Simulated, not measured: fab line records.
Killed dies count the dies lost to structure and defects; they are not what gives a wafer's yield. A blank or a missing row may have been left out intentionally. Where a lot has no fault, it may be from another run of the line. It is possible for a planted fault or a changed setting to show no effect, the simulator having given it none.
Code-filled problem report in 8D (eight disciplines) form	flow sky130	the parts of the form that need people (team, actions taken, sign-off) are left out

1. THE PROBLEM
rotation-deg at SKY_LDD_N_IMPLANT_09 reads a mean of 228.12 degrees on 6 wafers of 2 lots; wafers without a fault read 113.00 degrees with a standard deviation of 0.03. That is +99 or more standard deviations from the usual mean.
First seen on wafer L443.1, day 22 01:37, on implanter-01. Wafers with a number at this step in the record: 42, from 14 lots. Rule for "out" (also "out of limits"): further than 4 standard deviations from the usual mean. The other wafers with a number count as sound.

2. WHAT IT IS, WHAT IT ISN'T
question	is	is not
which readings at this step	rotation-deg	end-station-pressure-torr
which lots	L443, L446	L432, L434, L435, L436, L437, L440, L444, L447, L448, L452, L453, L455
which wafers of those lots	all that have a number	-
read on which tools	implanter-01	implanter-03, implanter-04
when	from day 22 01:37	up to then (18 sound wafers); but 18 sound wafers of L444, L447, L448, L452, L453, L455 came after

3. SUSPECTS, AND WHAT RULES EACH OUT
Counting: any tool at a process step up to the reading is kept as a suspect provided that every lot that is out went through it and no sound lot did after the first of them.
- implanter-01 at SKY_LDD_N_IMPLANT_09: kept. Every lot that is out went through it, starting with L443 (day 22 01:37), and after that it ran no sound lot; the last sound lot it ran before then is L436 (day 19 15:00). On those wafers its own readings are out: rotation-deg.
The count leaves implanter-01 at SKY_LDD_N_IMPLANT_09.

4. THE CAUSE (what the simulator had put in)
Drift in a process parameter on implanter-01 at SKY_LDD_N_IMPLANT_09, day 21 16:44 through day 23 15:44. Setting rotation-deg shifted by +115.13 from 113. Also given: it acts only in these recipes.
Only this tool survived the counting.

5. SEQUENCE OF EFFECTS, ordered by route
One row per reading whose mean, taken over the struck wafers that have a number, lies over 3 standard deviations from the usual. Readings are gone through only where the record gives a usual standard deviation; hours: the median, over the lots, of the time from a lot's start at the first step in this table giving one to that lot's start at this step; sigmas: the change measured in usual standard deviations.
hours	step	reading	usual	on struck wafers	change	sigmas
0	SKY_LDD_N_IMPLANT_09	rotation-deg	113.00 degrees	228.12	+115.12	+99 or more
Its process steps:
- SKY_LDD_N_IMPLANT_09
At these later measuring or inspecting steps, every struck wafer for which the step has a row has a number for every such reading, and none has moved that far: SKY_CONTACT_THK_MEAS_03.

6. HOW IT WOULD HAVE BEEN CAUGHT EARLIER
First out-of-limits reading in this record: day 22 01:37, which is 9 hours after fault onset at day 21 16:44.
